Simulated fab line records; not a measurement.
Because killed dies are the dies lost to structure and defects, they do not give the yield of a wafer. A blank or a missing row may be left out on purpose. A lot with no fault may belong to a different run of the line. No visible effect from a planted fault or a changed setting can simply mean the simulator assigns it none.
Which tool did it? / flow sky130 / Sampling: 11 lots, 33 wafers, 3 of 708 route steps

== WHAT EACH GAUGE READ, for each wafer ==
SKY_SD_N_RS_MEAS_16: uses a four-point probe to measure.
lot=L109; measured=day 29 19:10; on=film metro-02; SD_N_RS (ohm/sq)=68.42 68.40 68.45
lot=L111; measured=day 30 08:38; on=film metro-02; SD_N_RS (ohm/sq)=68.46 68.47 68.55
lot=L113; measured=day 30 14:52; on=film metro-04; SD_N_RS (ohm/sq)=68.59 68.51 68.55
lot=L117; measured=day 30 15:59; on=film metro-04; SD_N_RS (ohm/sq)=68.47 68.56 68.31
lot=L121; measured=day 30 19:51; on=film metro-04; SD_N_RS (ohm/sq)=73.03 73.04 73.13 73.16 73.28 73.19
lot=L120; measured=day 30 23:14; on=film metro-04; SD_N_RS (ohm/sq)=73.08 73.05 72.98 73.01 73.07 72.98
lot=L122; measured=day 36 06:14; on=film metro-04; SD_N_RS (ohm/sq)=68.50 68.49 68.70
lot=L128; measured=day 36 23:44; on=film metro-02; SD_N_RS (ohm/sq)=68.59 68.39 68.57
lot=L129; measured=day 37 02:42; on=film metro-04; SD_N_RS (ohm/sq)=68.80 68.68 68.70
lot=L131; measured=day 37 03:32; on=film metro-03; SD_N_RS (ohm/sq)=68.58 68.40 68.47
lot=L130; measured=day 37 05:55; on=film metro-02; SD_N_RS (ohm/sq)=68.43 68.32 68.48

== EACH LOT AND THE TOOL THAT RAN IT (in order: tool; ch and the chambers of the sampled wafers; start) ==
lot=L109; SKY_SD_P_STRIP_10=plasma asher-02 ch 0,1, day 27 07:52; SKY_SD_N_RTA_14=rtp anneal-02 ch 0, day 29 18:59
lot=L111; SKY_SD_P_STRIP_10=plasma asher-04 ch 0,1, day 27 21:05; SKY_SD_N_RTA_14=rtp anneal-02 ch 0, day 30 08:27
lot=L113; SKY_SD_P_STRIP_10=plasma asher-02 ch 0,1, day 28 03:25; SKY_SD_N_RTA_14=rtp anneal-02 ch 0, day 30 14:41
lot=L117; SKY_SD_P_STRIP_10=plasma asher-04 ch 0,1, day 28 05:12; SKY_SD_N_RTA_14=rtp anneal-02 ch 0, day 30 15:47
lot=L121; SKY_SD_P_STRIP_10=plasma asher-02 ch 0,1, day 28 08:20; SKY_SD_N_RTA_14=rtp anneal-02 ch 0, day 30 19:39
lot=L120; SKY_SD_P_STRIP_10=plasma asher-02 ch 0,1, day 28 12:23; SKY_SD_N_RTA_14=rtp anneal-02 ch 0, day 30 23:02
lot=L122; SKY_SD_P_STRIP_10=plasma asher-02 ch 0,1, day 34 01:02; SKY_SD_N_RTA_14=rtp anneal-01 ch 0, day 36 06:02
lot=L128; SKY_SD_P_STRIP_10=plasma asher-03 ch 0,1, day 34 16:42; SKY_SD_N_RTA_14=rtp anneal-02 ch 0, day 36 23:31
lot=L129; SKY_SD_P_STRIP_10=plasma asher-04 ch 0,1, day 34 20:32; SKY_SD_N_RTA_14=rtp anneal-02 ch 0, day 37 02:29
lot=L131; SKY_SD_P_STRIP_10=plasma asher-03 ch 0,1, day 34 21:27; SKY_SD_N_RTA_14=rtp anneal-02 ch 0, day 37 03:22
lot=L130; SKY_SD_P_STRIP_10=plasma asher-02 ch 0,1, day 35 00:59; SKY_SD_N_RTA_14=rtp anneal-02 ch 0, day 37 05:44
- SKY_SD_P_STRIP_10: strips in O2/N2.
- SKY_SD_N_RTA_14: time 2 s.

== THE ANSWER, worked out from the rows above alone ==
Rule: what is usual is taken from the lots themselves. The widest of any qualifying gaps counts: lots, ordered by their means at a reading, are off when they make up no more than a third of the lots, leave a main group of 4 or more, and stand apart from it by 3 or more times the standard deviation of that group's means. Not used: any main group whose means are identical at the precision the tables above print for the reading. A lot without any number at a reading at which 4 lots or more have one is off too. All remaining lots with rows at the step are treated as sound.
Off: L121, L120, seen at SKY_SD_N_RS_MEAS_16 (SD_N_RS). Main group: mean 68.51 ohm/sq, sd 0.091.
If a tool, at a process step before that reading, ran all the lots that are off and no sound lot after the first of them, it fits. Gauges at SKY_SD_N_RS_MEAS_16: tried the same way as those tools. Not one of the candidates tried fits.

== WHAT THE SIMULATOR HAD INSERTED ==
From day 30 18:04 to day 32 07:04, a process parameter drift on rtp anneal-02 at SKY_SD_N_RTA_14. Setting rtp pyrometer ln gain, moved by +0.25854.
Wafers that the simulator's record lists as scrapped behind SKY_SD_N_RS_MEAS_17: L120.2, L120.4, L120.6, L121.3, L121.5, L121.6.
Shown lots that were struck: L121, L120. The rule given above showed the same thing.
